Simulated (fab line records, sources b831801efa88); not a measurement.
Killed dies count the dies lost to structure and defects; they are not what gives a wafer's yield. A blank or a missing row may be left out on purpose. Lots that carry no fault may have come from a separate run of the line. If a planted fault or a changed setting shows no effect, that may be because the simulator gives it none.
fab line records	flow sky130
[record] lots = 6	wafers = 18	lastDay = 49
route steps=708 shown METAL5@680 PASSIVATION@681 PAD_OPEN@694
lots untouched by any fault: they come from a run of this same line in which no faults occurred
startH: hours from the record's first day to the start of the lot's first wafer shown	waitH: hours from the lot's prior step to this one	" as in the row above	L1.1+2: several wafers, shown together as one row	- no value, or no start was given	* or withheld: withheld	< > ~ a bound
route shown NAME@n: names a module that has steps shown in the file, with the first one's number in the route	usual: mean and standard deviation over wafers with no fault	same: alike in all rows	chamber/n: place in a boat	sites: the reading at each site	_std_site: standard deviation across them	_edge_site: outer sites' mean less inner sites'	radiusMm: how far each site lies from the wafer's centre	mask NAME#n: copy n	behind: the last tool/chamber to shape the wafer	hold: what put the lot on hold/how long, in hours/how the hold closed	device: the transistor (n, p or np) that didn't switch	end of line: at the end of the route, the tests of the same wafers	for a step that has no rows: nothing shown but its recipe	killed: the dies lost at the first sort to structure and to defects; this is not the yield of the wafer	map: a wafer's dies, x killed, . not, _ none there
set.NAME: setting as actually run; set.NAME@STEP: the setting as run at that earlier step	model.NAME: the simulator's own value behind a step, which no gauge read
lots at selected steps of the route; one table per step, one row per wafer
services: a tool's chamber out of use, with start hour (startH, from the record's first day; less than 0 if before it), hours out, and reason
[[steps]]
[step SKY_METAL5_CLEAN_19]
[recipe] chemistry = O3/DIW	dry = n2Spin
[step SKY_PASSIVATION_CVD_00]
[recipe] material = SiO2	targetThkNm = 90	tempC = 400	timeS = withheld	rfW = 600
[usual] heaterPowerW = 641/78
lot.wafer	tool	chamber	startH	waitH	heaterPowerW
L610.1	pecvd-02	1	1021.82	0.0	581
L610.3	"	0	"	"	684
L610.4	"	1	"	"	581
L619.2	pecvd-03	0	1104.27	0.0	665
L619.4	"	1	"	"	722
L619.6	"	0	"	"	663
L625.1	pecvd-03	0	1122.07	0.0	610
L625.2	"	1	"	"	704
L625.3	"	2	"	"	584
L626.2	pecvd-03	2	1127.10	0.0	554
L626.4	"	2	"	"	582
L626.6	"	0	"	"	693
L628.1	pecvd-01	2	1143.43	0.0	730
L628.4	"	2	"	"	741
L628.5	"	1	"	"	639
L629.2	pecvd-02	2	1144.34	0.0	508
L629.5	"	0	"	"	693
L629.6	"	1	"	"	578
[step SKY_PASSIVATION_THK_MEAS_01]
[recipe] reads = SiO2_of_PASSIVATION_CVD_00
[usual] PASSIVATION_CVD_00_THK = 90.0/1.2
lot.wafer	tool	chamber	startH	waitH	PASSIVATION_CVD_00_THK[nm]
L610.1	filmMetro-01	-	1021.84	-	90.4
L610.3	"	-	"	"	90.2
L610.4	"	-	"	"	91.3
L619.2	filmMetro-02	-	1104.30	-	88.9
L619.4	"	-	"	"	90.7
L619.6	"	-	"	"	88.9
L625.1	filmMetro-01	-	1122.09	-	88.7
L625.2	"	-	"	"	89.1
L625.3	"	-	"	"	89.2
L626.2	filmMetro-02	-	1127.13	-	89.1
L626.4	"	-	"	"	90.3
L626.6	"	-	"	"	89.4
L628.1	filmMetro-01	-	1143.45	-	88.4
L628.4	"	-	"	"	89.6
L628.5	"	-	"	"	89.5
L629.2	filmMetro-03	-	1144.37	-	90.5
L629.5	"	-	"	"	91.7
L629.6	"	-	"	"	91.6
[step SKY_PASSIVATION_CVD_02]
[recipe] material = Si3N4	targetThkNm = 540	tempC = 400	timeS = withheld	rfW = 450
[usual] heaterPowerW = 699/85
lot.wafer	tool	chamber	startH	waitH	heaterPowerW
L610.1	pecvd-01	0	1021.90	0.1	779
L610.3	"	1	"	"	636
L610.4	"	0	"	"	790
L619.2	pecvd-01	0	1104.35	0.0	776
L619.4	"	2	"	"	830
L619.6	"	0	"	"	787
L625.1	pecvd-01	2	1122.15	0.1	759
L625.2	"	1	"	"	620
L625.3	"	0	"	"	757
L626.2	pecvd-01	1	1127.18	0.0	691
L626.4	"	2	"	"	862
L626.6	"	1	"	"	556
L628.1	pecvd-03	1	1143.51	0.1	736
L628.4	"	1	"	"	752
L628.5	"	0	"	"	682
L629.2	pecvd-01	0	1144.42	0.0	758
L629.5	"	2	"	"	741
L629.6	"	1	"	"	680
[step SKY_PASSIVATION_THK_MEAS_03]
[recipe] reads = Si3N4_of_PASSIVATION_CVD_02
[usual] PASSIVATION_CVD_02_THK = 539/6.7
lot.wafer	tool	chamber	startH	waitH	PASSIVATION_CVD_02_THK[nm]
L610.1	filmMetro-01	-	1022.13	-	540
L610.3	"	-	"	"	540
L610.4	"	-	"	"	544
L619.2	filmMetro-02	-	1104.59	-	523
L619.4	"	-	"	"	545
L619.6	"	-	"	"	542
L625.1	filmMetro-02	-	1122.38	-	538
L625.2	"	-	"	"	533
L625.3	"	-	"	"	534
L626.2	filmMetro-02	-	1127.42	-	529
L626.4	"	-	"	"	543
L626.6	"	-	"	"	538
L628.1	filmMetro-02	-	1143.73	-	529
L628.4	"	-	"	"	538
L628.5	"	-	"	"	546
L629.2	filmMetro-02	-	1144.65	-	533
L629.5	"	-	"	"	551
L629.6	"	-	"	"	543
[step SKY_PASSIVATION_DEHYDRATE_04]
[recipe] tempC = 200	timeS = 60
[step SKY_PASSIVATION_HMDS_05]
[recipe] primeTimeS = 60	primeTempC = 120
[step SKY_PASSIVATION_COAT_06]
[recipe] spinRpm = 2000	resistThkNm = 3000
[step SKY_PASSIVATION_SOFTBAKE_07]
[recipe] tempC = 110	timeS = withheld
[step SKY_PASSIVATION_EXPOSE_08]
[recipe] maskId = NSM	targetCdNm = 3000	na = 0.57	doseMj = 260
[step SKY_PASSIVATION_PEB_09]
[recipe] tempC = 115	timeS = withheld
[step SKY_PASSIVATION_DEVELOP_10]
[recipe] developTimeS = 60	devTempC = 23
[step SKY_PASSIVATION_ETCH_11]
[recipe] chemistry = CF4/O2	targetDepthNm = 725	stopOn = AlCu	sourceW = 800	biasW = 150	pressureMtorr = 150	cf4FlowSccm = 80	O2_flow_sccm = 10	timeS = 161.1
[usual] O2_flow_sccm = 9.999/0.028	drypumpMotorCurrentA = 5.8/0.35	oesProductAu = 0.978/0.0071	runLengthS = 189.4/0.54	throttleValvePct = 5.964/0.0094
lot.wafer	tool	chamber	startH	waitH	O2_flow_sccm	drypumpMotorCurrentA	oesProductAu	rfHoursCounterH	runLengthS	throttleValvePct	model.coat_of_PASSIVATION_COAT_06.thkNm
L610.1	rieDiel-02	2	1044.51	-	9.996	6.4	0.979	23	189.3	5.960	2506
L610.3	"	3	"	"	9.959	5.7	0.980	12	188.6	5.974	2497
L610.4	"	0	"	"	9.980	5.2	0.985	2	190.2	5.955	2512
L619.2	rieDiel-01	3	1123.56	-	9.940	5.3	0.962	29	190.1	5.964	2517
L619.4	"	2	"	"	9.974	6.1	0.986	11	189.4	5.964	2513
L619.6	"	1	"	"	10.063	5.8	0.986	-	188.7	5.968	2516
L625.1	rieDiel-01	0	1141.62	-	9.987	5.7	0.909	15	209.3	5.945	2431
L625.2	"	2	"	"	10.041	6.1	0.917	12	209.8	5.950	2429
L625.3	"	1	"	"	9.984	5.8	0.909	21	208.3	5.940	2441
L626.2	rieDiel-04	0	1146.06	-	9.952	5.7	0.974	11	190.0	5.964	2528
L626.4	"	1	"	"	9.949	6.0	0.983	18	190.0	5.969	2520
L626.6	"	3	"	"	10.047	5.6	0.979	-	188.8	5.958	2512
L628.1	rieDiel-01	0	1161.71	-	10.011	5.7	0.907	16	209.0	5.930	2430
L628.4	"	3	"	"	9.973	5.3	0.909	31	209.4	5.954	2444
L628.5	"	0	"	"	10.002	5.7	0.915	-	209.3	5.936	2438
L629.2	rieDiel-04	1	1162.72	-	10.010	6.1	0.978	18	189.8	5.964	2503
L629.5	"	3	"	"	9.985	5.7	0.991	-	188.7	5.960	2508
L629.6	"	0	"	"	10.021	5.7	0.980	-	190.0	5.965	2523
[step SKY_PASSIVATION_STRIP_12]
[recipe] chemistry = O2/N2	powerW = 1400	pressureMtorr = 1500	platenTempC = withheld	overashFraction = 0.7	o2FlowSccm = 3000	n2FlowSccm = 300
[usual] drypumpMotorCurrentA = 5.4/0.42	oesProductAu = 0.661/0.0044	stripTimeToEndpointS = 31.45/0.14
lot.wafer	tool	chamber	startH	waitH	drypumpMotorCurrentA	oesProductAu	rfHoursCounterH	stripTimeToEndpointS
L610.1	plasmaAsher-04	0	1044.62	0.1	5.2	0.660	92	31.40
L610.3	"	0	"	"	5.2	0.659	-	31.29
L610.4	"	1	"	"	4.7	0.653	-	31.45
L619.2	plasmaAsher-04	1	1123.67	0.1	4.7	0.660	101	31.52
L619.4	"	1	"	"	4.7	0.670	-	31.48
L619.6	"	1	"	"	4.7	0.663	-	31.51
L625.1	plasmaAsher-04	1	1141.72	0.1	4.7	0.657	102	30.55
L625.2	"	0	"	"	5.2	0.663	102	30.51
L625.3	"	0	"	"	5.2	0.660	-	30.64
L626.2	plasmaAsher-04	1	1146.17	0.1	4.7	0.666	103	31.66
L626.4	"	1	"	"	4.7	0.664	-	31.57
L626.6	"	1	"	"	4.7	0.668	-	31.46
L628.1	plasmaAsher-02	0	1161.82	0.1	5.4	0.669	73	30.52
L628.4	"	0	"	"	5.5	0.660	-	30.69
L628.5	"	1	"	"	5.7	0.666	-	30.63
L629.2	plasmaAsher-04	1	1162.82	0.1	4.8	0.662	105	31.36
L629.5	"	1	"	"	4.8	0.655	-	31.41
L629.6	"	0	"	"	5.2	0.658	-	31.60
[step SKY_PAD_OPEN_DEHYDRATE_00]
[recipe] tempC = 200	timeS = 60
[step SKY_PAD_OPEN_PROBE_99]
[usual] defectLimitedYield = 82.5/1.8	killed_at_M0_to_M3 = 42/6.6	killed_at_M4_up = 3.0/1.8	killedAtContacts = 25/5.1	killedAtFrontEnd = 15/4.4	killedAtOther = 0.3/0.56	killedDies = 86/8.6	killedOpen = 47/6.9	killedShort = 38/6	sort_bin_3_pad_short = 0.8/0.42	sort_bin_5_function = 10.6/1.5	sort_bin_6_memory = 6.1/1.1	sortNPass = 406/8.6	sortYieldPct = 82.5/1.8
[same] grossDies = 492	killedAtBackSide = 0	sort_bin_4_leakage[%] = 0	sort_bin_8_speed[%] = 0
lot.wafer	tool	chamber	startH	waitH	defectLimitedYield[%]	killed_at_M0_to_M3	killed_at_M4_up	killedAtContacts	killedAtFrontEnd	killedAtOther	killedDies	killedOpen	killedShort	sort_bin_3_pad_short[%]	sort_bin_5_function[%]	sort_bin_6_memory[%]	sortNPass	sortYieldPct[%]
L619.2	prober-02	-	1145.31	0.1	82.3	34	7	26	20	0	87	53	34	1.6	9.1	6.9	405	82.3
L619.4	prober-02	-	1145.41	0.2	81.7	42	4	29	14	1	90	54	36	0.8	11.4	6.1	402	81.7
L619.6	prober-02	-	1145.51	0.2	82.7	49	2	22	11	1	85	44	40	1.0	10.4	5.9	407	82.7
// killed by level:class
L619.2 VIA1:geometricParticle:open=15 FIELD_ISO:geometricParticle:open=9 CONTACT:geometricParticle:open=9 METAL4:geometricParticle:short=7 FIELD_ISO:geometricParticle:short=6 LI_CONTACT:geometricParticle:open=5 VIA2:geometricParticle:open=5 CONTACT:geometricParticle:short=4
L619.4 CONTACT:geometricParticle:open=12 VIA3:geometricParticle:open=11 LI_CONTACT:geometricParticle:open=8 VIA1:geometricParticle:open=7 METAL2:geometricParticle:short=7 CONTACT:geometricParticle:short=5 SPACER:geometricParticle:short=4 FIELD_ISO:geometricParticle:open=3
L619.6 CONTACT:geometricParticle:open=10 VIA3:geometricParticle:open=8 VIA1:geometricParticle:short=8 VIA1:geometricParticle:open=7 METAL2:geometricParticle:short=6 VIA2:geometricParticle:open=5 LI_CONTACT:geometricParticle:open=4 CONTACT:geometricParticle:short=4
[[services]]
tool	chamber	startH	hours	kind
pecvd-03	1	999.80	4.8	repair
rieDiel-01	3	1014.69	4.4	repair
pecvd-03	1	1024.96	5.5	scheduledDown
rieDiel-04	2	1028.10	7.5	repair
pecvd-03	0	1030.42	2.1	scheduledDown
pecvd-02	1	1032.40	1.9	repair
pecvd-03	1	1032.55	-	clean
pecvd-03	1	1032.55	-	consumableReplace:showerhead
pecvd-03	1	1032.55	29.0	scheduledDown
pecvd-03	1	1032.55	29.0	ventCycle
pecvd-02	1	1034.28	-	clean
pecvd-02	1	1034.28	29.5	scheduledDown
rieDiel-04	2	1035.77	4.9	repair
rieDiel-04	3	1048.69	10.1	repair
rieDiel-01	-	1061.25	0.3	repair
pecvd-02	-	1079.16	0.4	repair
pecvd-02	-	1080.93	5.5	pm
rieDiel-04	1	1092.31	4.4	repair
rieDiel-02	0	1100.74	5.2	repair
rieDiel-02	-	1121.91	0.3	repair
plasmaAsher-02	-	1142.79	4.1	repair
pecvd-03	1	1144.44	8.3	repair
pecvd-02	2	1150.34	2.2	repair
rieDiel-04	-	1159.26	0.3	repair
[[key]]
[firstSign] step = SKY_PASSIVATION_ETCH_11	reading = runLengthS	direction = up	sigmas = 37	usual = *	struck = *
[effect] step = SKY_PASSIVATION_ETCH_11	reading = oesProductAu	direction = down	sigmas = 9.4	usual = 0.978	struck = 0.911
[effect] step = SKY_PASSIVATION_STRIP_12	reading = stripTimeToEndpointS	direction = down	sigmas = 6	usual = *	struck = *
[modelEffect] step = SKY_PASSIVATION_ETCH_11	value = coat_of_PASSIVATION_COAT_06.thkNm	without = 2495	struck = 2435
metAt SKY_PASSIVATION_ETCH_11
struckWafers L625.1,L625.2,L625.3,L628.1,L628.4,L628.5
onsetBetween 1123.56 1141.62
[fault] kind = processParameterDrift	tool = rieDiel-01	chamber = -	onsetH = 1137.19	steps = SKY_PASSIVATION_ETCH_11	channel = timeS	offset = *	shape = step	endH = 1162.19	actsIn = *	stated = *
